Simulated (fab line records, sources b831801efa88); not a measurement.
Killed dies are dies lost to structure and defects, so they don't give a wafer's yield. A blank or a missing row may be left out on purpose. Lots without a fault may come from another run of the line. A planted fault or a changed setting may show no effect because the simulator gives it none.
Which tool did it? | flow sky130 | 14 lots, 42 wafers sampled, at 4 steps of a route of 708

WHAT THE GAUGES READ, wafer by wafer
The record holds no reading of a measuring or inspecting step that can be judged against a usual standard deviation.

WHICH TOOL RAN EACH LOT (tool, then ch and the chambers of the sampled wafers, then the start)
lot  | SKY_METAL3_SPUTTER_03        | SKY_CAPM_STRIP_14                    | SKY_VIA3_EXPOSE_09                | SKY_METAL4_SPUTTER_03
L825 | pvd_sputter-01, day 36 06:41 | plasma_asher-04 ch 0,1, day 37 08:40 | krf_scanner-01 ch 0, day 39 00:56 | pvd_sputter-03, day 39 15:05
L826 | pvd_sputter-02, day 36 09:24 | plasma_asher-03 ch 0,1, day 37 11:57 | krf_scanner-01 ch 0, day 39 04:25 | pvd_sputter-02, day 39 18:43
L828 | pvd_sputter-01, day 37 15:12 | plasma_asher-04 ch 0, day 38 17:25   | krf_scanner-01 ch 0, day 40 09:04 | pvd_sputter-03, day 40 22:43
L830 | pvd_sputter-04, day 38 05:34 | plasma_asher-01 ch 0,1, day 39 06:54 | krf_scanner-01 ch 0, day 40 22:49 | pvd_sputter-03, day 41 12:26
L832 | pvd_sputter-01, day 38 23:18 | plasma_asher-01 ch 0,1, day 40 01:11 | krf_scanner-02 ch 0, day 41 16:21 | pvd_sputter-02, day 42 07:49
L833 | pvd_sputter-01, day 39 01:23 | plasma_asher-04 ch 0, day 40 02:03   | krf_scanner-02 ch 0, day 41 16:55 | pvd_sputter-04, day 42 08:07
L835 | pvd_sputter-02, day 39 13:53 | plasma_asher-04 ch 0,1, day 40 14:26 | krf_scanner-02 ch 0, day 42 04:01 | pvd_sputter-04, day 42 17:47
L836 | pvd_sputter-02, day 39 23:01 | plasma_asher-03 ch 0,1, day 40 23:22 | krf_scanner-01 ch 0, day 42 13:37 | pvd_sputter-02, day 43 02:17
L838 | pvd_sputter-01, day 40 18:20 | plasma_asher-04 ch 0,1, day 41 18:56 | krf_scanner-01 ch 0, day 43 06:55 | pvd_sputter-03, day 43 20:19
L841 | pvd_sputter-04, day 41 10:59 | plasma_asher-04 ch 0,1, day 42 11:28 | krf_scanner-02, day 44 00:14      | -
L843 | pvd_sputter-01, day 42 03:53 | plasma_asher-04 ch 0,1, day 43 03:10 | krf_scanner-01, day 44 15:59      | -
L846 | pvd_sputter-01, day 42 20:04 | plasma_asher-03 ch 0,1, day 43 19:19 | krf_scanner-01 ch 0, day 45 06:56 | pvd_sputter-03, day 45 19:19
L847 | pvd_sputter-02, day 42 22:37 | plasma_asher-04 ch 0,1, day 43 22:16 | krf_scanner-02 ch 0, day 45 09:44 | pvd_sputter-04, day 45 21:46
L848 | pvd_sputter-04, day 43 03:04 | plasma_asher-01 ch 0,1, day 44 02:19 | krf_scanner-01 ch 0, day 45 13:04 | pvd_sputter-02, day 46 01:11
- SKY_METAL3_SPUTTER_03: material Ti, target thk 5 nm, time 3.3 s.
- SKY_CAPM_STRIP_14: strips in O2/N2.
- SKY_VIA3_EXPOSE_09: exposes mask VIM3, target cd 200 nm.
- SKY_METAL4_SPUTTER_03: material Ti, target thk 5 nm, time 3.3 s.

WHAT THE TOOLS THEMSELVES READ (means of the sampled wafers that have a number; where no wafer has one, the mark that the record gives instead)
SKY_METAL3_SPUTTER_03.
lot  | tool           | cathode_dc_power_W (W) | throttle_valve_pct (%)
L825 | pvd_sputter-01 | 3000.0                 | 30.5
L826 | pvd_sputter-02 | 3000.3                 | 29.0
L828 | pvd_sputter-01 | 2999.8                 | 29.8
L830 | pvd_sputter-04 | 2999.9                 | 31.1
L832 | pvd_sputter-01 | 2999.7                 | 30.2
L833 | pvd_sputter-01 | 2999.8                 | 30.0
L835 | pvd_sputter-02 | 3000.2                 | 29.2
L836 | pvd_sputter-02 | 3000.3                 | 29.0
L838 | pvd_sputter-01 | 2999.8                 | 30.5
L841 | pvd_sputter-04 | 3000.2                 | 30.5
L843 | pvd_sputter-01 | 3000.0                 | 30.3
L846 | pvd_sputter-01 | 2999.4                 | 30.3
L847 | pvd_sputter-02 | 2999.7                 | 29.0
L848 | pvd_sputter-04 | 3000.4                 | 30.8

SKY_CAPM_STRIP_14.
lot  | tool            | drypump_motor_current_A (A) | oes_product_au (a.u.) | strip_time_to_endpoint_s (s)
L825 | plasma_asher-04 | 5.5                         | 0.707                 | 12.68
L826 | plasma_asher-03 | 5.5                         | 0.709                 | 12.61
L828 | plasma_asher-04 | 5.1                         | 0.711                 | 12.59
L830 | plasma_asher-01 | 5.7                         | 0.712                 | 12.68
L832 | plasma_asher-01 | 5.6                         | 0.710                 | 12.67
L833 | plasma_asher-04 | 5.1                         | 0.711                 | 12.60
L835 | plasma_asher-04 | 5.3                         | 0.708                 | 12.64
L836 | plasma_asher-03 | 6.0                         | 0.707                 | 12.69
L838 | plasma_asher-04 | 5.5                         | 0.709                 | 12.73
L841 | plasma_asher-04 | 5.3                         | 0.708                 | 12.60
L843 | plasma_asher-04 | 5.3                         | 0.709                 | 12.63
L846 | plasma_asher-03 | 5.5                         | 0.708                 | 12.67
L847 | plasma_asher-04 | 5.5                         | 0.711                 | 12.63
L848 | plasma_asher-01 | 5.6                         | 0.709                 | 12.71

SKY_VIA3_EXPOSE_09.
lot  | tool           | exposure_dose_mJ_cm2 | focus_offset_nm (nm) | reticle_temp_C (C)
L825 | krf_scanner-01 | 38.04                | -0.3                 | 22.99
L826 | krf_scanner-01 | 37.93                | 0.3                  | 22.99
L828 | krf_scanner-01 | 37.97                | 0.1                  | 23.05
L830 | krf_scanner-01 | 37.98                | -0.6                 | 22.91
L832 | krf_scanner-02 | 37.92                | -0.3                 | 22.99
L833 | krf_scanner-02 | 37.95                | -0.2                 | 23.05
L835 | krf_scanner-02 | 37.86                | 0.5                  | 22.97
L836 | krf_scanner-01 | 37.96                | 1.1                  | 23.09
L838 | krf_scanner-01 | 37.98                | -0.0                 | 23.01
L841 | krf_scanner-02 | -                    | -                    | -
L843 | krf_scanner-01 | -                    | -                    | -
L846 | krf_scanner-01 | 38.01                | 0.0                  | 23.09
L847 | krf_scanner-02 | 37.94                | 0.1                  | 22.96
L848 | krf_scanner-01 | 38.01                | 0.1                  | 23.07

SKY_METAL4_SPUTTER_03.
lot  | tool           | cathode_dc_power_W (W) | throttle_valve_pct (%)
L825 | pvd_sputter-03 | 2999.9                 | 29.9
L826 | pvd_sputter-02 | 2999.4                 | 28.9
L828 | pvd_sputter-03 | 2999.9                 | 30.4
L830 | pvd_sputter-03 | 3000.3                 | 30.2
L832 | pvd_sputter-02 | 2999.8                 | 29.1
L833 | pvd_sputter-04 | 3000.5                 | 30.5
L835 | pvd_sputter-04 | 3000.1                 | 30.6
L836 | pvd_sputter-02 | 3000.1                 | 29.0
L838 | pvd_sputter-03 | 2999.9                 | 29.8
L846 | pvd_sputter-03 | 3000.4                 | 30.1
L847 | pvd_sputter-04 | 2999.9                 | 31.1
L848 | pvd_sputter-02 | 2999.7                 | 28.9

THE ANSWER, worked out from the rows above alone
Rule: what is usual is taken from the lots themselves. Put in order of their means at a reading, lots are off if they are a third of the lots or fewer, leave a main group of 4 or more, and stand apart from it by a gap of 3 or more times the standard deviation of the main group's means; of several such gaps the widest counts. A main group whose means are all the same, to the digits that the tables above print for the reading, isn't used. A lot without any number at a reading at which 4 lots or more have one is off too. The other lots that the step has rows for count as sound. The gauges are gone through in route order, then the tools' own readings, and for those a lot's mean is taken as printed above. The first step at which some lot is off is used, and at that step the reading that is off furthest; a lot without a number counts as furthest.
Off: L841, L843, at SKY_VIA3_EXPOSE_09 (exposure_dose_mJ_cm2). Without a number there: L841, L843. The main group: mean 37.96, standard deviation 0.046.
A tool fits if, at that step or a process step before it, it ran every lot that is off, and no sound lot after the first of them. None of those tried fits.

WHAT THE SIMULATOR HAD PUT IN
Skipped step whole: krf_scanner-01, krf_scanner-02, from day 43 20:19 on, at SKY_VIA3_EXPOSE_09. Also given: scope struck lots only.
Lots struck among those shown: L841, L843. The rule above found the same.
